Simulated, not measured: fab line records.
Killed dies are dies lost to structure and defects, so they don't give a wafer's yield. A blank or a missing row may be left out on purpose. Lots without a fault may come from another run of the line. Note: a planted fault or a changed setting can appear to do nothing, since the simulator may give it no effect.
Problem report in the 8D (eight disciplines) form, filled by code | flow gf180mcu | the parts of the form that need people (team, actions taken, sign-off) are left out

== 1. WHAT WENT WRONG ==
run length s at GF_SAB_WET_ETCH_12 reads a mean of 350 s on 6 wafers of 2 lots; wafers without a fault read 468 s with a standard deviation of 3.2. That puts it -37 standard deviations away from the usual mean.
The step: etches SiO2 in dHF, target depth 22 nm, time 440 s.
The first sign was on wafer L268.1 at day 22 04:28, on wet bench-03. Wafers with a number at this step in the record: 18, from 6 lots. The rule behind "out" and "out of limits": a value lying over 4 standard deviations away from the usual mean. Any other wafer with a number is counted as sound.

== 2. WHAT IT IS AND WHAT IT IS NOT ==
question                    | is                     | is not
which readings at this step | run length s           | -
which lots                  | L268, L269             | L252, L254, L270, L271
which wafers of those lots  | all that have a number | -
read on which tools         | wet bench-03           | wet bench-01, wet bench-04
when                        | from day 22 04:28      | up to then (6 sound wafers); but 6 sound wafers of L270, L271 came after

== 3. SUSPECTS, AND WHAT RULES EACH OUT ==
Counting: a tool at a process step up to the reading stays a suspect if it ran every lot that is out and no sound lot after the first of them.
- pecvd-03 at GF_SAB_CVD_00 (deposits SiO2 from TEOS, target thk 50 nm, time 4.9302 s): kept. It ran every lot that is out, first L268 (day 21 05:09), and no sound lot after that; its last sound lot up to then is L252 (day 15 19:53).
- rie diel-03 at GF_SAB_ETCH_11 (etches SiO2 in C4F8/O2/Ar, target depth 55 nm, time 8.5 s): kept. It ran every lot that is out, first L268 (day 22 04:26), and no sound lot after that; its last sound lot up to then is L254 (day 17 06:53).
- wet bench-03 at GF_SAB_WET_ETCH_12 (etches SiO2 in dHF, target depth 22 nm, time 440 s): kept. It ran every lot that is out, first L268 (day 22 04:28), and no sound lot after that; its last sound lot up to then is L254 (day 17 06:55). Its own run length s readings are out on those wafers.
Left after counting: pecvd-03 at GF_SAB_CVD_00, rie diel-03 at GF_SAB_ETCH_11, wet bench-03 at GF_SAB_WET_ETCH_12.

== 4. THE CAUSE (what the simulator had put in) ==
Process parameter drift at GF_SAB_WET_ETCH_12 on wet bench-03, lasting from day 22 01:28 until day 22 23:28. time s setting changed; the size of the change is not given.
3 suspects survive the count, and this tool is in that group.

== 5. THE CHAIN OF EFFECTS, in route order ==
One row per reading whose mean, taken over the struck wafers that have a number, lies over 3 standard deviations from the usual. Scope: only readings with a usual standard deviation given in the record; hours: median across lots of the time from each lot's start at the first step in this table that gives one to its start at this step; sigmas: change in usual standard deviations.
hours | step               | reading      | usual | on struck wafers | change | sigmas
0     | GF_SAB_WET_ETCH_12 | run length s | 468 s | 350              | -118   | -37
It contains these process steps:
- GF_SAB_WET_ETCH_12: etches SiO2 in dHF, target depth 22 nm, time 440 s.

== 6. WHAT WOULD HAVE CAUGHT IT SOONER ==
3 hours passed between the start of the fault at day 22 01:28 and the first reading out of limits in this record, taken at day 22 04:28.
